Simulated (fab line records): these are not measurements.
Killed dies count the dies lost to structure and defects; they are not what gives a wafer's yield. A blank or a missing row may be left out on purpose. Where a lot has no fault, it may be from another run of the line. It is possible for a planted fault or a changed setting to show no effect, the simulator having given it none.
Which of the tools did it? || flow gf180mcu || 13 lots with 39 wafers sampled at 3 steps, on a route of 602 steps

WHAT EACH GAUGE READ, for each wafer
GF_TOP_METAL_THK_MEAS_06: measures by xrf. Usual: TOP_METAL_ALCU_THK typically reads 905 nm, with standard deviation 11.
{"lot": "L679", "measured": "day 27 06:47", "on": "film_metro-01", "TOP_METAL_ALCU_THK (nm)": "910 912 906", "flag": ""}
{"lot": "L680", "measured": "day 27 09:56", "on": "film_metro-04", "TOP_METAL_ALCU_THK (nm)": "912 909 908", "flag": ""}
{"lot": "L683", "measured": "day 28 07:50", "on": "film_metro-04", "TOP_METAL_ALCU_THK (nm)": "894 891 890", "flag": ""}
{"lot": "L686", "measured": "day 29 06:18", "on": "film_metro-04", "TOP_METAL_ALCU_THK (nm)": "900 894 900", "flag": ""}
{"lot": "L687", "measured": "day 29 16:43", "on": "film_metro-02", "TOP_METAL_ALCU_THK (nm)": "900 902 901", "flag": ""}
{"lot": "L691", "measured": "day 30 18:38", "on": "film_metro-02", "TOP_METAL_ALCU_THK (nm)": "903 899 903", "flag": ""}
{"lot": "L692", "measured": "day 31 02:02", "on": "film_metro-02", "TOP_METAL_ALCU_THK (nm)": "907 910 912", "flag": ""}
{"lot": "L696", "measured": "day 32 00:10", "on": "film_metro-01", "TOP_METAL_ALCU_THK (nm)": "905 908 909", "flag": ""}
{"lot": "L695", "measured": "day 32 07:28", "on": "film_metro-01", "TOP_METAL_ALCU_THK (nm)": "914 922 918", "flag": ""}
{"lot": "L698", "measured": "day 32 14:54", "on": "film_metro-01", "TOP_METAL_ALCU_THK (nm)": "922 917 911", "flag": ""}
{"lot": "L699", "measured": "day 33 00:55", "on": "film_metro-01", "TOP_METAL_ALCU_THK (nm)": "909 901 908", "flag": ""}
{"lot": "L701", "measured": "day 33 09:40", "on": "film_metro-04", "TOP_METAL_ALCU_THK (nm)": "901 900 897", "flag": ""}
{"lot": "L702", "measured": "day 33 18:43", "on": "film_metro-04", "TOP_METAL_ALCU_THK (nm)": "883 881 881", "flag": ""}

WHICH TOOL RAN EACH LOT (tool, then ch and the chambers of the sampled wafers, then the start)
{"lot": "L679", "GF_MIM_SPUTTER_00": "pvd_sputter-03, day 24 11:28", "GF_V5_SPUTTER_22": "pvd_sputter-04, day 27 05:20"}
{"lot": "L680", "GF_MIM_SPUTTER_00": "pvd_sputter-01, day 24 18:32", "GF_V5_SPUTTER_22": "pvd_sputter-01, day 27 08:58"}
{"lot": "L683", "GF_MIM_SPUTTER_00": "pvd_sputter-03, day 25 14:25", "GF_V5_SPUTTER_22": "pvd_sputter-02, day 28 06:51"}
{"lot": "L686", "GF_MIM_SPUTTER_00": "pvd_sputter-03, day 26 16:37", "GF_V5_SPUTTER_22": "pvd_sputter-02, day 29 05:19"}
{"lot": "L687", "GF_MIM_SPUTTER_00": "pvd_sputter-03, day 27 01:25", "GF_V5_SPUTTER_22": "pvd_sputter-02, day 29 15:44"}
{"lot": "L691", "GF_MIM_SPUTTER_00": "pvd_sputter-01, day 28 05:50", "GF_V5_SPUTTER_22": "pvd_sputter-04, day 30 17:32"}
{"lot": "L692", "GF_MIM_SPUTTER_00": "pvd_sputter-01, day 28 15:28", "GF_V5_SPUTTER_22": "pvd_sputter-04, day 31 01:02"}
{"lot": "L696", "GF_MIM_SPUTTER_00": "pvd_sputter-02, day 29 16:25", "GF_V5_SPUTTER_22": "pvd_sputter-01, day 31 23:04"}
{"lot": "L695", "GF_MIM_SPUTTER_00": "pvd_sputter-03, day 29 21:43", "GF_V5_SPUTTER_22": "pvd_sputter-04, day 32 06:22"}
{"lot": "L698", "GF_MIM_SPUTTER_00": "pvd_sputter-03, day 30 08:49", "GF_V5_SPUTTER_22": "pvd_sputter-02, day 32 13:55"}
{"lot": "L699", "GF_MIM_SPUTTER_00": "pvd_sputter-02, day 30 18:31", "GF_V5_SPUTTER_22": "pvd_sputter-04, day 32 23:54"}
{"lot": "L701", "GF_MIM_SPUTTER_00": "pvd_sputter-03, day 31 05:23", "GF_V5_SPUTTER_22": "pvd_sputter-04, day 33 08:41"}
{"lot": "L702", "GF_MIM_SPUTTER_00": "pvd_sputter-01, day 31 14:03", "GF_V5_SPUTTER_22": "pvd_sputter-01, day 33 17:45"}
- GF_MIM_SPUTTER_00: material Ti, target thk 37.5 nm, time 144.1 s.
- GF_V5_SPUTTER_22: material TiN, target thk 10 nm, time 40 s.

WHAT THE TOOLS THEMSELVES READ (means of the sampled wafers that have a number; where no wafer has one, the mark that the record gives instead)
GF_MIM_SPUTTER_00. Usual: throttle_valve_pct at 29.7 %, with a standard deviation of 1.1.
{"lot": "L679", "tool": "pvd_sputter-03", "throttle_valve_pct (%)": 29.0, "flag": ""}
{"lot": "L680", "tool": "pvd_sputter-01", "throttle_valve_pct (%)": 30.2, "flag": ""}
{"lot": "L683", "tool": "pvd_sputter-03", "throttle_valve_pct (%)": 29.9, "flag": ""}
{"lot": "L686", "tool": "pvd_sputter-03", "throttle_valve_pct (%)": 28.8, "flag": ""}
{"lot": "L687", "tool": "pvd_sputter-03", "throttle_valve_pct (%)": 29.5, "flag": ""}
{"lot": "L691", "tool": "pvd_sputter-01", "throttle_valve_pct (%)": 29.4, "flag": ""}
{"lot": "L692", "tool": "pvd_sputter-01", "throttle_valve_pct (%)": 30.2, "flag": ""}
{"lot": "L696", "tool": "pvd_sputter-02", "throttle_valve_pct (%)": 30.2, "flag": ""}
{"lot": "L695", "tool": "pvd_sputter-03", "throttle_valve_pct (%)": 28.4, "flag": ""}
{"lot": "L698", "tool": "pvd_sputter-03", "throttle_valve_pct (%)": 29.1, "flag": ""}
{"lot": "L699", "tool": "pvd_sputter-02", "throttle_valve_pct (%)": 30.4, "flag": ""}
{"lot": "L701", "tool": "pvd_sputter-03", "throttle_valve_pct (%)": 29.7, "flag": ""}
{"lot": "L702", "tool": "pvd_sputter-01", "throttle_valve_pct (%)": 30.4, "flag": ""}

GF_V5_SPUTTER_22. Usual: throttle_valve_pct at 29.9 %, with a standard deviation of 1.1.
{"lot": "L679", "tool": "pvd_sputter-04", "throttle_valve_pct (%)": 29.9, "flag": ""}
{"lot": "L680", "tool": "pvd_sputter-01", "throttle_valve_pct (%)": 30.6, "flag": ""}
{"lot": "L683", "tool": "pvd_sputter-02", "throttle_valve_pct (%)": 28.9, "flag": ""}
{"lot": "L686", "tool": "pvd_sputter-02", "throttle_valve_pct (%)": 30.4, "flag": ""}
{"lot": "L687", "tool": "pvd_sputter-02", "throttle_valve_pct (%)": 30.4, "flag": ""}
{"lot": "L691", "tool": "pvd_sputter-04", "throttle_valve_pct (%)": 29.6, "flag": ""}
{"lot": "L692", "tool": "pvd_sputter-04", "throttle_valve_pct (%)": 29.8, "flag": ""}
{"lot": "L696", "tool": "pvd_sputter-01", "throttle_valve_pct (%)": 30.9, "flag": ""}
{"lot": "L695", "tool": "pvd_sputter-04", "throttle_valve_pct (%)": 29.4, "flag": ""}
{"lot": "L698", "tool": "pvd_sputter-02", "throttle_valve_pct (%)": 29.3, "flag": ""}
{"lot": "L699", "tool": "pvd_sputter-04", "throttle_valve_pct (%)": 28.9, "flag": ""}
{"lot": "L701", "tool": "pvd_sputter-04", "throttle_valve_pct (%)": 30.2, "flag": ""}
{"lot": "L702", "tool": "pvd_sputter-01", "throttle_valve_pct (%)": 30.1, "flag": ""}

THE ANSWER, worked out from the rows above alone
Rule: a lot counts as off when the mean over its wafers that have a number is more than 3 standard deviations away from the usual mean. A lot without any number at a reading at which 4 lots or more have one is off too. Any other lot the step has rows for is counted as sound. After the gauges, taken in route order, come the tools' own readings; for these a lot's mean is taken, as printed above. At the first step where some lot is off, the reading lying furthest off is the one used; lots without a number count as furthest.
No lot is off at any reading shown: from this, nothing can be told.

WHAT HAD BEEN PUT IN BY THE SIMULATOR
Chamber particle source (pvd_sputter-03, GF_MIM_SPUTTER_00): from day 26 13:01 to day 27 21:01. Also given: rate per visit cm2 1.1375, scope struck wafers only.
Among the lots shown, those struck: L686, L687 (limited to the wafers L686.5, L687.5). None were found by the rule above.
